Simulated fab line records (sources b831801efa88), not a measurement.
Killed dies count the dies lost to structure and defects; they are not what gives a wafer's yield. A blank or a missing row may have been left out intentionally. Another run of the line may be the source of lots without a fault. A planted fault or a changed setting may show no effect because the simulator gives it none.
Matching of chambers || flow sky130 || SKY_VIA1_ETCH_14 on rie-diel-03 has 4 sister chambers
The step etches BARC in N2/H2, stops on SiO2, time 45.9 s, target depth 60 nm. 7 wafers are shown with their chamber, then 7 later ones without.

WAFERS, EACH WITH ITS CHAMBER
{"wafer": "L752.2", "chamber": 0, "oes-product-au (a.u.)": 0.850, "throttle-valve-pct (%)": 13.216}
{"wafer": "L753.1", "chamber": 2, "oes-product-au (a.u.)": 0.853, "throttle-valve-pct (%)": 13.228}
{"wafer": "L755.1", "chamber": 1, "oes-product-au (a.u.)": 0.862, "throttle-valve-pct (%)": 13.214}
{"wafer": "L755.2", "chamber": 0, "oes-product-au (a.u.)": 0.851, "throttle-valve-pct (%)": 13.204}
{"wafer": "L755.3", "chamber": 3, "oes-product-au (a.u.)": 0.858, "throttle-valve-pct (%)": 13.232}
{"wafer": "L759.1", "chamber": 1, "oes-product-au (a.u.)": 0.851, "throttle-valve-pct (%)": 13.225}
{"wafer": "L759.2", "chamber": 3, "oes-product-au (a.u.)": 0.852, "throttle-valve-pct (%)": 13.215}

WAFERS WITH NO CHAMBER GIVEN
{"wafer": "L759.6", "oes-product-au (a.u.)": 0.858, "throttle-valve-pct (%)": 13.234}
{"wafer": "L766.2", "oes-product-au (a.u.)": 0.854, "throttle-valve-pct (%)": 13.233}
{"wafer": "L766.4", "oes-product-au (a.u.)": 0.859, "throttle-valve-pct (%)": 13.225}
{"wafer": "L766.6", "oes-product-au (a.u.)": 0.855, "throttle-valve-pct (%)": 13.233}
{"wafer": "L768.1", "oes-product-au (a.u.)": 0.854, "throttle-valve-pct (%)": 13.217}
{"wafer": "L768.2", "oes-product-au (a.u.)": 0.855, "throttle-valve-pct (%)": 13.230}
{"wafer": "L768.4", "oes-product-au (a.u.)": 0.858, "throttle-valve-pct (%)": 13.225}

EACH ONE'S CHAMBER
{"wafer": "L759.6", "from the rows above": "can't be placed: 2 or 3 or 1 or 0", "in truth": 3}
{"wafer": "L766.2", "from the rows above": "can't be placed: 2 or 3 or 1 or 0", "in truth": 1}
{"wafer": "L766.4", "from the rows above": "can't be placed: 1 or 3 or 2 or 0", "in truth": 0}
{"wafer": "L766.6", "from the rows above": "can't be placed: 2 or 3 or 1 or 0", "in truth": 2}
{"wafer": "L768.1", "from the rows above": "can't be placed: 1 or 3 or 0 or 2", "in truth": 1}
{"wafer": "L768.2", "from the rows above": "can't be placed: 2 or 3 or 1 or 0", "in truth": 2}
{"wafer": "L768.4", "from the rows above": "can't be placed: 3 or 1 or 2 or 0", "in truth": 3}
Placed correctly: 0 of 7. Can't be placed from these rows: 7 (the true chamber is among the candidates in 7). 0 placed wrongly.
How it was worked out, from the rows above alone: a wafer's distance from a chamber is the root of the sum, over the readings, of the square of ((its reading less the chamber's mean) divided by the reading's scatter). If the next closest chamber is less than 2 further off than the closest, the wafer can't be placed; otherwise it belongs to the closest. For every chamber, the mean is computed from those of its wafers that are shown. The scatter: take each reading less its chamber's mean, square it, sum over the shown wafers, divide by the number of wafers less the number of chambers, and take the root.
